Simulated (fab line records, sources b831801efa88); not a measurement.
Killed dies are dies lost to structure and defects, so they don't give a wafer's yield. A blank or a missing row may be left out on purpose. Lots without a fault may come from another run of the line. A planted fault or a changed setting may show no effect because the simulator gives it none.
A struck lot beside a sound one | flow gf180mcu | 18 steps out of a route of 602
Sound: wafers L887.1, L887.2, L887.4. Struck: wafers L881.1, L881.4, L881.6. The cause comes at the end.
At each step with rows: each side's tool, then ch and its chambers, then its first start. Under that, the readings that differ: sound wafers | struck wafers | difference of the means | sigmas: that difference in standard deviations of wafers without a fault.
alike: readings whose means differ by less than 2 such deviations, and words and numbers that are the same on both sides. not compared: withheld readings, readings that some wafer has no value for, bounds like >300 that may hide the same value, and numbers for which the record gives no deviation and whose values overlap.
The two part at a step that has a row with sigmas, a row that says differs or no value, or rows on one side only. Numbers that don't overlap but have no deviation are shown without sigmas and don't part them. A reading that every wafer of one side lacks parts them only if that side has two wafers or more.

first, 1 step without rows for these wafers: GF_POLY_GATE_CVD_00 (deposits poly-Si, target thk 200 nm, time 1200 s).
GF_POLY_GATE_THK_MEAS_01:
  sound on film_metro-03, day 13 23:02; struck on film_metro-02, day 11 20:12
  alike: POLY_GATE_CVD_00_THK
then, 8 steps without rows for these wafers: GF_POLY_GATE_DEHYDRATE_02 (time 60 s); GF_POLY_GATE_HMDS_03 (prime time 60 s); GF_POLY_GATE_COAT_04; GF_POLY_GATE_COAT_05 (resist thk 700 nm); GF_POLY_GATE_SOFTBAKE_06 (time 60 s); GF_POLY_GATE_EXPOSE_07 (exposes mask Poly2, target cd 280 nm); GF_POLY_GATE_PEB_08 (peb time 90 s); GF_POLY_GATE_DEVELOP_09 (develop time 60 s).
GF_POLY_GATE_CD_MEAS_10: target cd 280 nm.
  sound on cd_sem-02, day 14 19:25; struck on cd_sem-01, day 12 14:55
  alike: cd_nm
GF_POLY_GATE_OVL_MEAS_11:
  sound on overlay-02, day 14 19:32; struck on overlay-01, day 12 15:02
  alike: POLY_GATE_OVL
GF_POLY_GATE_ETCH_12: etches BARC in N2/H2.
  sound on rie_diel-03 ch 0,1,2, day 14 19:34; struck on rie_diel-02 ch 1,2, day 12 15:05
  no value came back on the struck wafers for any of 5 readings (bias_w (W), chamber_pressure_mTorr (mTorr) and others); on the sound wafers bias_w (W) reads 100.03 100.30 99.74
GF_POLY_GATE_ETCH_13: etches poly-Si in HBr/Cl2, stops on SiO2, target depth 198.5 nm, time 69.6 s.
  sound on rie_si-02 ch 0,1,3, day 14 19:37; struck on rie_si-02 ch 0,2,3, day 12 15:08
  reading               | sound             | struck            | difference | sigmas
  oes_product_au (a.u.) | 0.998 1.002 1.006 | 0.272 0.268 0.269 | -0.732     | -80
  alike: HBr_flow_sccm, bias_w, drypump_motor_current_A, throttle_valve_pct
  not compared: rf_hours_counter_h
GF_POLY_GATE_STRIP_14: strips in O2/N2.
  sound on plasma_asher-02 ch 0,1, day 14 19:41; struck on plasma_asher-02 ch 0,1, day 12 15:11
  reading               | sound             | struck            | difference | sigmas
  oes_product_au (a.u.) | 0.503 0.496 0.511 | 0.522 0.525 0.534 | +0.024     | +4
  alike: drypump_motor_current_A, heater_power_w
  not compared: rf_hours_counter_h
then, 2 steps without rows for these wafers: GF_POLY_GATE_CLEAN_15 (cleans in SC1/SC2, time 150 s); GF_POLY_GATE_OXIDATION_16 (stabilise 600 s, purge 300 s, target thk 4 nm).
GF_POLY_GATE_CD_MEAS_18:
  sound on cd_sem-02, day 14 21:35; struck on cd_sem-02, day 12 18:04
  reading    | sound             | struck | difference                    | sigmas
  cd_nm (nm) | 280.7 280.7 280.1 | - - -  | no value on the struck wafers |

WHERE THEY PART
First at GF_POLY_GATE_ETCH_12; last, within this record, at GF_POLY_GATE_CD_MEAS_18.

WHY: what the simulator had put in
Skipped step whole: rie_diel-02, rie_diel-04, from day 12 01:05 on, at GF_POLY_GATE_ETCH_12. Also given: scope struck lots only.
